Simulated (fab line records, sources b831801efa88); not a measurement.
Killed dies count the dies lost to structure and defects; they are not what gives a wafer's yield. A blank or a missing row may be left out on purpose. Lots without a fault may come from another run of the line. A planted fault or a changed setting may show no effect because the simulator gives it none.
The tool behind it: which one? | flow sky130 | Sampling: 13 lots, 39 wafers, 5 of 708 route steps

## WHAT EACH GAUGE READ, for each wafer
SKY_VT_ADJUST_NCORE_CD_MEAS_07: target cd 380 nm. Usual: cd_nm at 380.7 nm, with a standard deviation of 2.3.
lot  | measured     | on        | cd_nm (nm)        | flag
L830 | day 8 06:53  | cd_sem-02 | 382.5 380.2 379.9 |
L831 | day 8 13:41  | cd_sem-01 | 380.5 381.0 382.7 |
L832 | day 9 00:00  | cd_sem-01 | 381.4 378.9 379.3 |
L833 | day 9 03:25  | cd_sem-01 | 382.0 382.6 383.6 |
L836 | day 10 16:57 | cd_sem-01 | 381.0 380.5 379.0 |
L837 | day 10 17:51 | cd_sem-02 | 382.1 381.9 384.0 |
L838 | day 11 07:21 | cd_sem-01 | 382.0 382.9 382.9 |
L841 | day 12 02:40 | cd_sem-02 | 382.9 379.5 380.9 |
L843 | day 12 21:47 | cd_sem-02 | 380.6 380.0 380.6 |
L844 | day 13 03:20 | cd_sem-01 | 383.4 383.0 382.0 |
L850 | day 14 13:46 | cd_sem-01 | 381.0 382.1 381.3 |
L852 | day 14 23:32 | cd_sem-01 | 381.7 382.6 380.9 |
L853 | day 15 08:22 | cd_sem-02 | 382.5 381.8 382.3 |

SKY_VT_ADJUST_NCORE_OVL_MEAS_08. Usual: VT_ADJUST_NCORE_OVL gives 0.8 nm (standard deviation 1.5).
lot  | measured     | on         | VT_ADJUST_NCORE_OVL (nm) | flag
L830 | day 8 07:00  | overlay-01 | 0.2 2.8 0.6              |
L831 | day 8 13:48  | overlay-02 | -0.2 0.6 -1.2            |
L832 | day 9 00:06  | overlay-01 | 0.6 -1.6 -2.5            |
L833 | day 9 03:32  | overlay-02 | 1.0 1.4 0.8              |
L836 | day 10 17:03 | overlay-01 | -0.5 -1.5 0.0            |
L837 | day 10 17:57 | overlay-02 | 0.2 2.6 2.7              |
L838 | day 11 07:27 | overlay-01 | -0.4 -0.1 -0.6           |
L841 | day 12 02:47 | overlay-02 | 2.7 3.5 1.2              |
L843 | day 12 21:53 | overlay-02 | 0.1 -1.8 -1.3            |
L844 | day 13 03:26 | overlay-02 | 2.8 2.5 1.5              |
L850 | day 14 13:53 | overlay-02 | 2.5 1.1 3.3              |
L852 | day 14 23:39 | overlay-02 | -0.3 -0.4 -0.5           |
L853 | day 15 08:29 | overlay-02 | 1.6 1.0 3.6              |

SKY_GATE_OXIDE_TW_MEAS_14. Usual: GATE_OXIDE_TW gives 225 (standard deviation 5).
lot  | measured     | on            | GATE_OXIDE_TW | flag
L830 | day 13 12:49 | film_metro-02 | 231 230 229   |
L831 | day 13 16:50 | film_metro-04 | 219 220 218   |
L832 | day 14 07:52 | film_metro-03 | 223 223 222   |
L833 | day 14 11:07 | film_metro-02 | 230 231 231   |
L836 | day 16 08:34 | film_metro-03 | 223 223 222   |
L837 | day 16 09:52 | film_metro-02 | 231 231 232   |
L838 | day 17 03:05 | film_metro-02 | 230 230 230   |
L841 | day 18 03:25 | film_metro-04 | 218 220 219   |
L843 | day 18 23:37 | film_metro-04 | 220 220 218   |
L844 | day 19 08:12 | film_metro-03 | 223 224 223   |
L850 | day 21 00:17 | film_metro-04 | 219 221 219   |
L852 | day 21 11:48 | film_metro-02 | 231 231 232   |
L853 | day 22 00:04 | film_metro-02 | 230 231 231   |

SKY_RES_PROTECT_TW_MEAS_08. Usual: POLY_GATE_TW gives 4054 (standard deviation 83).
lot  | measured     | on            | POLY_GATE_TW      | flag
L830 | day 14 18:10 | film_metro-02 | 4132 4169 4182    |
L831 | day 14 22:01 | film_metro-04 | 3961 3979 3978    |
L832 | day 15 13:40 | film_metro-02 | 4130 4127 4144    |
L833 | day 15 18:30 | film_metro-01 | 3998 3956 3976    |
L836 | day 17 16:37 | film_metro-04 | 3977 3995 3987    |
L837 | day 17 17:31 | film_metro-04 | 3989 3971 3979    |
L838 | day 18 11:10 | film_metro-01 | 3994 4018 3996    |
L841 | day 19 15:19 | film_metro-02 | 4130 4150 4161    |
L843 | day 20 09:08 | film_metro-01 | 30 30 30 30 30 30 | OFF
L844 | day 20 18:14 | film_metro-01 | 4001 4003 4009    |
L850 | day 22 10:12 | film_metro-02 | 4170 4184 4178    |
L852 | day 22 21:01 | film_metro-02 | 4152 4171 4166    |
L853 | day 23 09:15 | film_metro-02 | 4166 4180 4154    |

## WHICH TOOL RAN EACH LOT (tool, then ch and the chambers of the sampled wafers, then the start)
lot  | SKY_RES_PROTECT_EXPOSE_04
L830 | iline_stepper-01 ch 0, day 14 05:32
L831 | iline_stepper-01 ch 0, day 14 08:43
L832 | iline_stepper-02 ch 0, day 15 00:16
L833 | iline_stepper-01 ch 0, day 15 04:38
L836 | iline_stepper-02 ch 0, day 17 01:31
L837 | iline_stepper-01 ch 0, day 17 02:55
L838 | iline_stepper-02 ch 0, day 17 21:14
L841 | iline_stepper-01 ch 0, day 19 00:14
L843 | iline_stepper-02 ch 0, day 19 17:13
L844 | iline_stepper-01 ch 0, day 20 02:35
L850 | iline_stepper-02 ch 0, day 21 19:11
L852 | iline_stepper-02 ch 0, day 22 05:47
L853 | iline_stepper-02 ch 0, day 22 17:49
- SKY_RES_PROTECT_EXPOSE_04: exposes mask RPM, target cd 1270 nm.

## WHAT THE TOOLS THEMSELVES READ (means of the sampled wafers that have a number; where no wafer has one, the mark that the record gives instead)
The record holds no such reading with a usual standard deviation.

## THE ANSWER, worked out from the rows above alone
Rule: a lot counts as off when the mean over its wafers that have a number is more than 3 standard deviations away from the usual mean. A lot without any number at a reading at which 4 lots or more have one is off too. The other lots that the step has rows for count as sound. First the gauges in route order, then the tools' own readings, where a lot's mean is used as printed above. At the first step where some lot is off, the reading lying furthest off is the one used; lots without a number count as furthest.
Off: at SKY_RES_PROTECT_TW_MEAS_08 (POLY_GATE_TW), L843.
A tool fits if, at a process step before that reading, it ran every lot that is off, and no sound lot after the first of them. Those tools and the gauges at SKY_RES_PROTECT_TW_MEAS_08 are tried in the same way. None of those tried fits.

## WHAT THE SIMULATOR PUT IN
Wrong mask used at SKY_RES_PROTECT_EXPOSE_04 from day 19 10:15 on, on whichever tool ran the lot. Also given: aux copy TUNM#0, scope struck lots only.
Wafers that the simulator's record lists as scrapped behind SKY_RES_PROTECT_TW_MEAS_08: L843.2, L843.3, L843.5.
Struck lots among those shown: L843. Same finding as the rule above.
